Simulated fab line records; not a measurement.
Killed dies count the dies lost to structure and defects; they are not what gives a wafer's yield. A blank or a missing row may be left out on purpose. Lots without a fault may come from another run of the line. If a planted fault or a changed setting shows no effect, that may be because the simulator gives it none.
Chamber matching / flow gf180mcu / GF_V3_ETCH_16 on rie_diel-02: 4 sister chambers
The step etches BARC in N2/H2. 14 wafers are shown with their chamber, then 7 later ones without.

## WAFERS WITH THEIR CHAMBER
wafer=L074.1; chamber=2; drypump_motor_current_A (A)=5.4; oes_product_au (a.u.)=0.847; throttle_valve_pct (%)=13.229
wafer=L074.2; chamber=3; drypump_motor_current_A (A)=5.2; oes_product_au (a.u.)=0.852; throttle_valve_pct (%)=13.212
wafer=L074.3; chamber=0; drypump_motor_current_A (A)=5.6; oes_product_au (a.u.)=0.851; throttle_valve_pct (%)=13.208
wafer=L074.4; chamber=1; drypump_motor_current_A (A)=6.0; oes_product_au (a.u.)=0.848; throttle_valve_pct (%)=13.219
wafer=L074.5; chamber=0; drypump_motor_current_A (A)=5.7; oes_product_au (a.u.)=0.847; throttle_valve_pct (%)=13.236
wafer=L074.6; chamber=3; drypump_motor_current_A (A)=5.2; oes_product_au (a.u.)=0.858; throttle_valve_pct (%)=13.216
wafer=L075.3; chamber=0; drypump_motor_current_A (A)=5.6; oes_product_au (a.u.)=0.860; throttle_valve_pct (%)=13.229
wafer=L075.4; chamber=3; drypump_motor_current_A (A)=5.2; oes_product_au (a.u.)=0.851; throttle_valve_pct (%)=13.219
wafer=L075.6; chamber=3; drypump_motor_current_A (A)=5.2; oes_product_au (a.u.)=0.855; throttle_valve_pct (%)=13.236
wafer=L078.2; chamber=2; drypump_motor_current_A (A)=5.4; oes_product_au (a.u.)=0.849; throttle_valve_pct (%)=13.214
wafer=L078.3; chamber=1; drypump_motor_current_A (A)=6.0; oes_product_au (a.u.)=0.855; throttle_valve_pct (%)=13.228
wafer=L078.6; chamber=1; drypump_motor_current_A (A)=6.0; oes_product_au (a.u.)=0.858; throttle_valve_pct (%)=13.236
wafer=L080.1; chamber=1; drypump_motor_current_A (A)=6.0; oes_product_au (a.u.)=0.858; throttle_valve_pct (%)=13.231
wafer=L080.3; chamber=0; drypump_motor_current_A (A)=5.6; oes_product_au (a.u.)=0.853; throttle_valve_pct (%)=13.210

SIGNATURES (averages over the wafers above)
reading=drypump_motor_current_A; chamber 0=5.625; chamber 1=6.000; chamber 2=5.400; chamber 3=5.200; scatter within a chamber=0.0274
reading=oes_product_au; chamber 0=0.85275; chamber 1=0.85475; chamber 2=0.84800; chamber 3=0.85400; scatter within a chamber=0.00433
reading=throttle_valve_pct; chamber 0=13.22075; chamber 1=13.22850; chamber 2=13.22150; chamber 3=13.22075; scatter within a chamber=0.0109
Rule: for a wafer and a chamber, the distance is found by dividing, reading by reading, the gap between the wafer's reading and the chamber's mean by the reading's scatter, squaring, summing and taking the root. If the next closest chamber is less than 2 further off than the closest, the wafer can't be placed; otherwise it belongs to the closest. The scatter: the root of (the sum of the squares of (reading less its chamber's mean) over the shown wafers, divided by (wafers less chambers)).

## WAFERS WHOSE CHAMBER IS MISSING
wafer=L080.5; drypump_motor_current_A (A)=5.6; oes_product_au (a.u.)=0.856; throttle_valve_pct (%)=13.230
wafer=L085.2; drypump_motor_current_A (A)=5.6; oes_product_au (a.u.)=0.858; throttle_valve_pct (%)=13.224
wafer=L085.3; drypump_motor_current_A (A)=5.2; oes_product_au (a.u.)=0.859; throttle_valve_pct (%)=13.232
wafer=L085.5; drypump_motor_current_A (A)=5.7; oes_product_au (a.u.)=0.846; throttle_valve_pct (%)=13.228
wafer=L092.2; drypump_motor_current_A (A)=5.6; oes_product_au (a.u.)=0.849; throttle_valve_pct (%)=13.233
wafer=L092.3; drypump_motor_current_A (A)=5.2; oes_product_au (a.u.)=0.859; throttle_valve_pct (%)=13.218
wafer=L092.4; drypump_motor_current_A (A)=5.6; oes_product_au (a.u.)=0.859; throttle_valve_pct (%)=13.225

## THE CHAMBER EACH PASSED THROUGH
wafer=L080.5; from the rows above=0; in truth=0
wafer=L085.2; from the rows above=0; in truth=0
wafer=L085.3; from the rows above=3; in truth=3
wafer=L085.5; from the rows above=0; in truth=0
wafer=L092.2; from the rows above=0; in truth=0
wafer=L092.3; from the rows above=3; in truth=3
wafer=L092.4; from the rows above=0; in truth=0
Placed correctly: 7 of 7. Not placeable from these rows: 0. Number placed wrongly: 0.
